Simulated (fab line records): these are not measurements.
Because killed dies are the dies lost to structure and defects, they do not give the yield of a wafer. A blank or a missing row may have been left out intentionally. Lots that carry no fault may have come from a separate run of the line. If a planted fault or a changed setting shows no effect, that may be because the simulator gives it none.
fab line records	flow sky130
record lots=10	wafers=30	last-day=50
route steps=708 shown METAL4@631 VIA4@657 METAL5@666 PAD_OPEN@708
lots with no fault: from the same line, run without faults
start-h: the number of hours between the record's first day and the start of the first shown wafer of the lot	wait-h: hours since the lot's step before	" as in the row above	L1.1+2: one row covering several wafers at once	- either no value or no given start	* or withheld: withheld	< > ~ a bound
route shown NAME@n: a module of which the file shows steps, and the number in the route of the first	usual: the fault-free wafers' mean and standard deviation	same: alike in all rows	chamber/n: place in a boat	sites: per-site readings	_std_site: how widely they spread, as a standard deviation	_edge_site: outer sites' mean less inner sites'	radius-mm: for every site, how far away it sits from the centre of the wafer	mask NAME#n: copy n	behind: the tool/chamber that last shaped the wafer	hold: the reason the lot was held/the length of the hold in hours/how it ended	device: which transistor (n, p or np) failed to switch	end of line: the tests these same wafers got at the end of their route	where a step has no rows: the recipe by itself	killed: dies lost to structure and defects at the first sort, not the wafer's yield	map: a wafer's dies, x killed, . not, _ none there
set.NAME: the setting the step ran with; set.NAME@STEP: the setting that earlier step ran with	model.NAME: the simulator's own value behind a step, which no gauge read
a sample of lots followed through the steps of the route, with each step as a table and each wafer as a row
services: from which hour (start-h, from the record's first day; less than 0 if before it) a tool's chamber was out of use, for how many hours, and why
## steps
# step SKY_METAL4_DESCUM_15
# recipe chemistry=O2	source-power-w=150	bias-power-w=0	pressure-mtorr=10	temp-c=40	time-s=8
# usual drypump-motor-current-A=5.8/0.34	he-backside-leak-sccm=3.39/0.26	oes-product-au=0.998/0.0095
lot.wafer	tool	chamber	start-h	wait-h	drypump-motor-current-A	he-backside-leak-sccm	oes-product-au	rf-hours-counter-h
L835.2	rie-metal-02	1	982.02	0.0	6.0	3.36	0.993	-
L835.3	"	1	"	"	6.0	3.30	1.000	-
L835.6	"	1	"	"	6.0	3.35	0.996	-
L836.3	rie-metal-03	1	991.23	0.0	5.8	3.25	1.011	-
L836.4	"	0	"	"	6.0	3.12	0.996	-
L836.6	"	0	"	"	6.0	3.11	1.002	-
L838.1	rie-metal-01	0	1005.76	0.0	5.1	3.48	1.000	14
L838.2	"	1	"	"	6.0	3.59	0.999	7
L838.3	"	0	"	"	5.1	3.27	1.004	-
L840.2	rie-metal-01	1	1028.51	0.0	6.0	3.62	0.986	8
L840.3	"	1	"	"	6.0	3.23	0.993	-
L840.6	"	0	"	"	5.1	3.40	1.007	-
L844.2	rie-metal-02	0	1037.06	0.0	6.3	3.39	0.989	3
L844.3	"	1	"	"	6.0	3.28	0.992	-
L844.5	"	1	"	"	6.0	3.26	0.989	-
L845.3	rie-metal-01	1	1045.50	0.0	6.0	3.56	0.997	-
L845.5	"	1	"	"	6.0	3.27	0.984	-
L845.6	"	0	"	"	5.1	3.32	0.999	-
L846.3	rie-metal-02	1	1051.87	0.0	6.0	3.27	1.002	-
L846.5	"	0	"	"	6.3	3.40	1.006	-
L846.6	"	1	"	"	6.0	3.22	1.001	-
L848.1	rie-metal-03	1	1064.71	0.0	5.8	3.12	0.999	13
L848.2	"	0	"	"	6.0	3.27	0.991	12
L848.3	"	0	"	"	6.0	3.21	0.993	-
L849.1	rie-metal-03	0	1069.90	0.0	6.0	3.30	0.996	12
L849.3	"	0	"	"	6.0	3.24	0.989	-
L849.5	"	0	"	"	6.0	3.26	0.998	-
L856.4	rie-metal-02	0	1113.63	0.0	6.3	3.50	1.003	-
L856.5	"	1	"	"	6.0	3.38	0.988	-
L856.6	"	0	"	"	6.3	3.54	0.993	-
# step SKY_VIA4_CVD_18
# recipe material=W	target-thk-nm=505	time-s=152.14	temp-c=400	pressure-torr=40
# usual chamber-pressure-Torr=40.01/0.088	heater-power-w=885/68	susceptor-temp-C=399.95/0.21
lot.wafer	tool	chamber	start-h	wait-h	chamber-pressure-Torr	heater-power-w	susceptor-temp-C
L835.2	cvd-w-02	0	1007.79	0.0	40.28	842	399.89
L835.3	"	0	"	"	40.12	854	400.29
L835.6	"	1	"	"	39.99	968	399.76
L836.3	cvd-w-01	1	1016.08	0.1	39.95	919	399.70
L836.4	"	0	"	"	39.89	793	399.86
L836.6	"	0	"	"	39.81	813	399.65
L838.1	cvd-w-02	1	1029.91	0.0	39.99	980	399.97
L838.2	"	0	"	"	40.07	852	399.96
L838.3	"	1	"	"	39.93	976	399.89
L840.2	cvd-w-01	1	1052.51	0.0	39.99	910	399.88
L840.3	"	0	"	"	39.94	783	399.86
L840.6	"	0	"	"	39.90	795	400.10
L844.2	cvd-w-02	1	1061.32	0.0	40.00	971	399.86
L844.3	"	0	"	"	40.01	852	399.74
L844.5	"	1	"	"	40.02	970	399.98
L845.3	cvd-w-02	1	1069.41	0.1	40.09	986	400.10
L845.5	"	0	"	"	40.10	848	399.88
L845.6	"	1	"	"	40.08	955	400.14
L846.3	cvd-w-02	1	1074.90	0.1	39.95	932	389.96
L846.5	"	0	"	"	40.04	795	390.20
L846.6	"	1	"	"	39.97	912	390.21
L848.1	cvd-w-02	0	1087.62	0.0	39.94	799	389.92
L848.2	"	1	"	"	40.06	914	390.16
L848.3	"	1	"	"	40.02	902	390.09
L849.1	cvd-w-01	0	1092.36	0.0	39.94	800	400.15
L849.3	"	1	"	"	39.87	920	400.30
L849.5	"	0	"	"	40.00	813	400.06
L856.4	cvd-w-01	1	1135.02	0.1	40.19	898	400.12
L856.5	"	0	"	"	40.10	774	400.15
L856.6	"	1	"	"	40.22	901	400.07
# step SKY_VIA4_RS_MEAS_19
# recipe thk-meas-gauge=four-point-probe	reads=W_of_VIA4_CVD_18+TiN_of_VIA4_SPUTTER_17
# usual VIA4_W_RS=0.226/0.0038
lot.wafer	tool	chamber	start-h	wait-h	VIA4_W_RS[ohm/sq]
L835.2	film-metro-03	-	1007.96	0.1	0.218
L835.3	"	-	"	"	0.218
L835.6	"	-	"	"	0.226
L836.3	film-metro-03	-	1016.22	0.1	0.230
L836.4	"	-	"	"	0.228
L836.6	"	-	"	"	0.227
L838.1	film-metro-02	-	1030.07	0.1	0.231
L838.2	"	-	"	"	0.221
L838.3	"	-	"	"	0.228
L840.2	film-metro-04	-	1052.69	0.1	0.228
L840.3	"	-	"	"	0.225
L840.6	"	-	"	"	0.229
L844.2	film-metro-03	-	1061.49	0.1	0.231
L844.3	"	-	"	"	0.223
L844.5	"	-	"	"	0.229
L845.3	film-metro-02	-	1069.56	0.1	0.229
L845.5	"	-	"	"	0.222
L845.6	"	-	"	"	0.227
L846.3	film-metro-04	-	1075.04	0.1	0.272
L846.5	"	-	"	"	0.262
L846.6	"	-	"	"	0.274
L848.1	film-metro-03	-	1087.77	0.1	0.261
L848.2	"	-	"	"	0.271
L848.3	"	-	"	"	0.274
L849.1	film-metro-02	-	1092.51	0.1	0.229
L849.3	"	-	"	"	0.231
L849.5	"	-	"	"	0.229
L856.4	film-metro-02	-	1135.18	0.1	0.229
L856.5	"	-	"	"	0.230
L856.6	"	-	"	"	0.227
# step SKY_VIA4_THK_MEAS_20
# recipe thk-meas-gauge=xrf	reads=W_of_VIA4_CVD_18
# usual VIA4_W_THK=511/10
lot.wafer	tool	chamber	start-h	wait-h	VIA4_W_THK[nm]
L835.2	film-metro-03	-	1008.07	0.1	527
L835.3	"	-	"	"	523
L835.6	"	-	"	"	507
L836.3	film-metro-03	-	1016.32	0.1	497
L836.4	"	-	"	"	498
L836.6	"	-	"	"	506
L838.1	film-metro-02	-	1030.19	0.1	506
L838.2	"	-	"	"	530
L838.3	"	-	"	"	512
L840.2	film-metro-04	-	1052.80	0.1	503
L840.3	"	-	"	"	511
L840.6	"	-	"	"	504
L844.2	film-metro-03	-	1061.60	0.1	498
L844.3	"	-	"	"	514
L844.5	"	-	"	"	500
L845.3	film-metro-02	-	1069.66	0.1	512
L845.5	"	-	"	"	526
L845.6	"	-	"	"	516
L846.3	film-metro-04	-	1075.14	0.1	424
L846.5	"	-	"	"	440
L846.6	"	-	"	"	419
L848.1	film-metro-03	-	1087.89	0.1	439
L848.2	"	-	"	"	421
L848.3	"	-	"	"	419
L849.1	film-metro-02	-	1092.63	0.1	509
L849.3	"	-	"	"	503
L849.5	"	-	"	"	510
L856.4	film-metro-02	-	1135.27	0.1	510
L856.5	"	-	"	"	510
L856.6	"	-	"	"	516
# step SKY_VIA4_CMP_21
# recipe stop-on=SiO2	t-overpolish-s=25	down-force-psi=3.5	platen-rpm=60	target-thk-nm=0	pad-velocity-m-s=0.94248
# usual motor-current-A=10.9/0.97	time-to-endpoint-s=124/4.9
lot.wafer	tool	chamber	start-h	wait-h	motor-current-A	time-to-endpoint-s
L835.2	cmp-02	0	1008.22	0.1	11.3	127
L835.3	"	1	"	"	10.6	120
L835.6	"	2	"	"	11.0	124
L836.4	cmp-02	1	1016.41	0.1	10.6	118
L836.3	"	3	"	"	12.4	124
L836.6	"	0	"	"	10.3	122
L838.1	cmp-02	0	1030.25	0.1	11.4	119
L838.3	"	1	"	"	10.9	120
L838.2	"	2	"	"	11.1	128
L840.2	cmp-02	0	1052.90	0.1	10.5	121
L840.3	"	2	"	"	11.3	128
L840.6	"	3	"	"	12.4	122
L844.3	cmp-02	1	1061.75	0.1	10.6	119
L844.2	"	2	"	"	10.8	121
L844.5	"	3	"	"	11.9	121
L845.3	cmp-02	1	1069.75	0.1	11.0	121
L845.5	"	0	"	"	10.3	125
L845.6	"	1	"	"	10.6	121
L846.3	cmp-02	3	1075.23	0.1	12.6	104
L846.6	"	2	"	"	10.6	108
L846.5	"	3	"	"	12.4	111
L848.3	cmp-02	3	1088.15	0.2	12.3	107
L848.1	"	0	"	"	10.5	108
L848.2	"	1	"	"	10.9	103
L849.1	cmp-02	0	1092.69	0.1	10.0	127
L849.3	"	1	"	"	10.7	122
L849.5	"	1	"	"	10.1	123
L856.4	cmp-02	3	1135.40	0.1	11.8	129
L856.5	"	1	"	"	10.5	124
L856.6	"	2	"	"	10.6	132
# step SKY_METAL5_RS_MEAS_05
# recipe thk-meas-gauge=four-point-probe	reads=TiN_of_METAL5_SPUTTER_04+Ti_of_METAL5_SPUTTER_03+AlCu_of_METAL5_SPUTTER_02+TiN_of_METAL5_SPUTTER_01+Ti_of_METAL5_SPUTTER_00
# usual METAL5_ALCU_RS=0.0271/0.00031
lot.wafer	tool	chamber	start-h	wait-h	METAL5_ALCU_RS[ohm/sq]
L835.2	film-metro-04	-	1008.61	0.0	0.0276
L835.3	"	-	"	"	0.0278
L835.6	"	-	"	"	0.0276
L836.3	film-metro-01	-	1016.86	0.1	0.0268
L836.4	"	-	"	"	0.0272
L836.6	"	-	"	"	0.0269
L838.1	film-metro-01	-	1030.71	0.0	0.0275
L838.2	"	-	"	"	0.0277
L838.3	"	-	"	"	0.0278
L840.2	film-metro-01	-	1053.33	0.0	0.0270
L840.3	"	-	"	"	0.0273
L840.6	"	-	"	"	0.0272
L844.2	film-metro-04	-	1062.14	0.0	0.0270
L844.3	"	-	"	"	0.0271
L844.5	"	-	"	"	0.0271
L845.3	film-metro-04	-	1070.20	0.1	0.0269
L845.5	"	-	"	"	0.0273
L845.6	"	-	"	"	0.0273
L846.3	film-metro-03	-	1075.68	0.1	0.0275
L846.5	"	-	"	"	0.0273
L846.6	"	-	"	"	0.0274
L848.1	film-metro-04	-	1088.56	0.0	0.0274
L848.2	"	-	"	"	0.0274
L848.3	"	-	"	"	0.0273
L849.1	film-metro-01	-	1093.16	0.0	0.0275
L849.3	"	-	"	"	0.0270
L849.5	"	-	"	"	0.0273
L856.4	film-metro-01	-	1135.83	0.1	0.0270
L856.5	"	-	"	"	0.0277
L856.6	"	-	"	"	0.0267
# step SKY_METAL5_STRIP_16
# recipe chemistry=O2/N2	power-w=1400	pressure-mtorr=1500	platen-temp-c=withheld	o2-flow-sccm=3000	n2-flow-sccm=300	overash-fraction=0.5
# usual drypump-motor-current-A=5.8/0.44	n2-flow-sccm=300.0/0.86	oes-product-au=0.710/0.0045	strip-time-to-endpoint-s=13.15/0.13
lot.wafer	tool	chamber	start-h	wait-h	drypump-motor-current-A	n2-flow-sccm	oes-product-au	rf-hours-counter-h	strip-time-to-endpoint-s
L835.2	plasma-asher-02	0	1030.78	0.2	5.1	300.6	0.710	91	13.03
L835.3	"	0	"	"	5.1	300.6	0.708	-	13.00
L835.6	"	1	"	"	6.2	300.1	0.719	-	13.00
L836.3	plasma-asher-02	1	1039.77	0.1	6.2	300.2	0.703	-	13.19
L836.4	"	0	"	"	5.1	300.9	0.700	-	12.84
L836.6	"	0	"	"	5.1	299.6	0.719	-	13.24
L838.1	plasma-asher-01	0	1053.23	0.2	5.3	298.2	0.715	31	13.23
L838.2	"	1	"	"	5.5	301.6	0.715	31	13.23
L838.3	"	0	"	"	5.3	300.5	0.716	-	12.97
L840.2	plasma-asher-03	1	1074.68	0.2	6.2	300.1	0.712	1	13.20
L840.3	"	0	"	"	6.2	300.9	0.712	-	12.93
L840.6	"	1	"	"	6.2	299.4	0.710	-	13.30
L844.2	plasma-asher-03	0	1082.97	0.2	6.1	299.9	0.712	2	13.00
L844.3	"	1	"	"	6.2	301.2	0.709	-	13.04
L844.5	"	1	"	"	6.2	300.5	0.702	-	13.28
L845.3	plasma-asher-02	0	1090.77	0.1	5.2	300.0	0.705	-	13.05
L845.5	"	0	"	"	5.2	300.1	0.706	-	13.14
L845.6	"	1	"	"	6.2	298.7	0.706	-	13.23
L846.3	plasma-asher-03	0	1097.15	0.1	6.2	301.2	0.714	-	13.23
L846.5	"	1	"	"	6.2	299.7	0.709	-	13.24
L846.6	"	0	"	"	6.1	299.4	0.707	-	13.30
L848.1	plasma-asher-02	0	1108.66	0.2	5.1	299.2	0.715	99	13.21
L848.2	"	1	"	"	6.2	300.1	0.710	99	13.29
L848.3	"	0	"	"	5.1	300.6	0.715	-	13.33
L849.1	plasma-asher-03	1	1114.03	0.2	6.2	299.5	0.709	4	13.13
L849.3	"	1	"	"	6.2	300.3	0.708	-	12.84
L849.5	"	0	"	"	6.2	299.1	0.708	-	13.01
L856.4	plasma-asher-02	0	1154.16	0.1	5.2	299.7	0.708	-	13.00
L856.5	"	1	"	"	6.2	298.8	0.716	-	13.09
L856.6	"	0	"	"	5.1	299.0	0.712	-	12.93
# step SKY_PAD_OPEN_PROBE_99
# usual defect-limited-yield=82.1/1.7	killed_at_M0_to_M3=44/6.4	killed_at_M4_up=3.0/1.8	killed-at-contacts=24/5	killed-at-front-end=16/4.3	killed-at-other=0.4/0.76	killed-dies=88/8.6	killed-open=47/7.2	killed-short=40/5.5	sort_bin_3_pad_short=0.9/0.44	sort_bin_5_function=10.6/1.5	sort_bin_6_memory=6.4/1.2	sort-n-pass=404/8.6	sort-yield-pct=82.1/1.7
# same gross-dies=492	killed-at-back-side=0	sort_bin_4_leakage[%]=0	sort_bin_8_speed[%]=0
lot.wafer	tool	chamber	start-h	wait-h	defect-limited-yield[%]	killed_at_M0_to_M3	killed_at_M4_up	killed-at-contacts	killed-at-front-end	killed-at-other	killed-dies	killed-open	killed-short	sort_bin_3_pad_short[%]	sort_bin_5_function[%]	sort_bin_6_memory[%]	sort-n-pass	sort-yield-pct[%]
L835.2	prober-02	-	1077.97	0.1	80.1	49	3	27	19	0	98	53	44	1.0	11.6	7.3	394	80.1
L835.3	prober-02	-	1078.02	0.2	82.3	49	0	26	12	0	87	53	34	0.2	10.6	6.9	405	82.3
L835.6	prober-02	-	1078.17	0.2	81.5	42	3	29	16	1	91	56	35	0.6	11.0	6.9	401	81.5
L844.2	prober-01	-	1126.75	0.1	82.5	47	5	29	5	0	86	44	42	1.4	9.3	6.7	406	82.5
L844.3	prober-01	-	1126.80	0.2	79.3	46	2	38	16	0	102	64	38	1.4	11.6	7.7	390	79.3
L844.5	prober-01	-	1126.90	0.2	79.5	48	6	34	13	0	101	58	43	1.2	14.6	4.7	391	79.5
L845.3	prober-02	-	1134.31	0.2	84.1	39	1	14	24	0	78	35	43	0.8	6.7	8.3	414	84.1
L845.5	prober-02	-	1134.41	0.2	80.7	50	3	21	21	0	95	46	47	1.2	12.8	5.3	397	80.7
L845.6	prober-02	-	1134.46	0.2	81.5	47	2	26	15	1	91	46	45	0.4	13.2	4.9	401	81.5
L846.3	prober-01	-	1139.32	0.2	80.5	56	3	20	14	3	96	43	49	0.4	13.4	5.7	396	80.5
L846.5	prober-01	-	1139.42	0.2	80.9	53	3	23	11	4	94	48	42	0.8	12.0	6.3	398	80.9
L846.6	prober-01	-	1139.47	0.2	84.1	38	4	19	16	1	78	48	27	0.6	8.7	6.5	414	84.1
# killed by level:class
L835.2 CONTACT:geometric-particle:open=12 VIA1:geometric-particle:open=12 FIELD_ISO:geometric-particle:short=7 VIA2:geometric-particle:short=6 VIA3:geometric-particle:open=6 POLY_GATE:geometric-particle:open=5 METAL1:geometric-particle:open=5 LI_CONTACT:geometric-particle:open=4
L835.3 VIA1:geometric-particle:open=11 CONTACT:geometric-particle:open=9 METAL1:geometric-particle:short=8 VIA3:geometric-particle:open=8 LI_CONTACT:geometric-particle:open=7 VIA2:geometric-particle:open=7 CONTACT:geometric-particle:short=5 FIELD_ISO:geometric-particle:short=4
L835.6 VIA2:geometric-particle:open=12 LI_CONTACT:geometric-particle:open=11 CONTACT:geometric-particle:open=8 VIA1:geometric-particle:open=7 CONTACT:geometric-particle:short=7 VIA3:geometric-particle:open=6 POLY_GATE:geometric-particle:open=5 FIELD_ISO:geometric-particle:open=4
L844.2 VIA1:geometric-particle:open=12 CONTACT:geometric-particle:open=11 METAL2:geometric-particle:short=9 CONTACT:geometric-particle:short=7 LI_CONTACT:geometric-particle:open=6 VIA3:geometric-particle:open=6 METAL4:geometric-particle:short=5 METAL3:geometric-particle:short=5
L844.3 CONTACT:geometric-particle:open=17 VIA1:geometric-particle:open=13 LI_CONTACT:geometric-particle:open=10 METAL1:geometric-particle:short=7 VIA2:geometric-particle:open=6 FIELD_ISO:geometric-particle:short=5 CONTACT:geometric-particle:short=5 LOCAL_INTERCONNECT:geometric-particle:short=4
L844.5 CONTACT:geometric-particle:open=13 VIA1:geometric-particle:open=13 LI_CONTACT:geometric-particle:open=8 METAL3:geometric-particle:short=6 FIELD_ISO:geometric-particle:open=5 LOCAL_INTERCONNECT:geometric-particle:short=5 VIA3:geometric-particle:open=5 VIA1:geometric-particle:short=5
L845.3 METAL1:geometric-particle:short=9 POLY_GATE:geometric-particle:short=7 VIA1:geometric-particle:open=7 FIELD_ISO:geometric-particle:short=6 METAL2:geometric-particle:short=6 LI_CONTACT:geometric-particle:open=5 FIELD_ISO:geometric-particle:open=4 VIA2:geometric-particle:open=4
L845.5 VIA1:geometric-particle:open=11 METAL2:geometric-particle:short=8 VIA3:geometric-particle:open=8 FIELD_ISO:geometric-particle:short=7 CONTACT:geometric-particle:open=7 VIA2:geometric-particle:open=5 POLY_GATE:geometric-particle:open=5 LOCAL_INTERCONNECT:geometric-particle:short=5
L845.6 VIA1:geometric-particle:open=14 METAL2:geometric-particle:short=9 LI_CONTACT:geometric-particle:open=7 LOCAL_INTERCONNECT:geometric-particle:short=7 CONTACT:geometric-particle:open=6 FIELD_ISO:geometric-particle:open=4 FIELD_ISO:geometric-particle:short=4 METAL1:geometric-particle:short=4
L846.3 VIA1:geometric-particle:open=16 VIA1:geometric-particle:short=9 VIA2:geometric-particle:open=7 METAL2:geometric-particle:short=7 LI_CONTACT:geometric-particle:open=6 LI_CONTACT:geometric-particle:short=6 FIELD_ISO:geometric-particle:short=4 METAL1:geometric-particle:short=4
L846.5 VIA1:geometric-particle:open=14 VIA1:geometric-particle:short=9 CONTACT:geometric-particle:open=8 VIA2:geometric-particle:open=8 METAL2:geometric-particle:short=6 LI_CONTACT:geometric-particle:open=5 FIELD_ISO:geometric-particle:short=4 FIELD_ISO:geometric-particle:open=4
L846.6 VIA1:geometric-particle:open=9 CONTACT:geometric-particle:open=7 FIELD_ISO:geometric-particle:open=6 METAL1:geometric-particle:open=5 METAL1:geometric-particle:short=5 VIA2:geometric-particle:open=4 VIA3:geometric-particle:open=4 LI_CONTACT:geometric-particle:open=3
## services
tool	chamber	start-h	hours	kind
cvd-w-02	0	969.53	3.9	repair
rie-metal-02	0	975.48	-	clean
rie-metal-02	0	975.48	24.5	scheduled-down
rie-metal-02	0	975.48	24.5	vent-cycle
cmp-02	-	988.06	0.8	repair
rie-metal-02	-	1037.84	0.4	repair
plasma-asher-03	-	1055.25	9.0	pm
plasma-asher-03	0	1055.25	9.0	vent-cycle
plasma-asher-03	1	1055.25	9.0	vent-cycle
plasma-asher-03	0	1064.25	-	clean
plasma-asher-03	1	1064.25	-	clean
cvd-w-01	-	1067.76	0.3	repair
plasma-asher-01	-	1088.07	0.4	repair
plasma-asher-03	-	1101.62	9.0	repair
cmp-02	-	1109.47	4.2	pm
cmp-02	-	1120.20	3.9	repair
rie-metal-03	1	1123.39	12.9	repair
cmp-02	-	1135.60	4.4	pm
plasma-asher-01	-	1141.85	4.0	repair
## key
first-sign step=SKY_VIA4_CVD_18	reading=susceptor-temp-C	direction=down	sigmas=46	usual=*	struck=*
effect step=SKY_VIA4_RS_MEAS_19	reading=VIA4_W_RS	direction=up	sigmas=11	usual=0.226	struck=0.269
effect step=SKY_VIA4_THK_MEAS_20	reading=VIA4_W_THK	direction=down	sigmas=8.3	usual=511	struck=427
effect step=SKY_VIA4_CMP_21	reading=time-to-endpoint-s	direction=down	sigmas=3.5	usual=*	struck=*
met-at SKY_VIA4_CVD_18
struck-lots L846,L848
not-acting-at SKY_METAL4_DESCUM_15,SKY_METAL5_RS_MEAS_05,SKY_METAL5_STRIP_16
onset-between 1069.41 1074.90
fault kind=process-parameter-drift	tool=cvd-w-02	chamber=-	onset-h=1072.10	steps=SKY_VIA4_CVD_18	channel=temp-c	offset=*	shape=step	end-h=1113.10	acts-in=*	stated=*
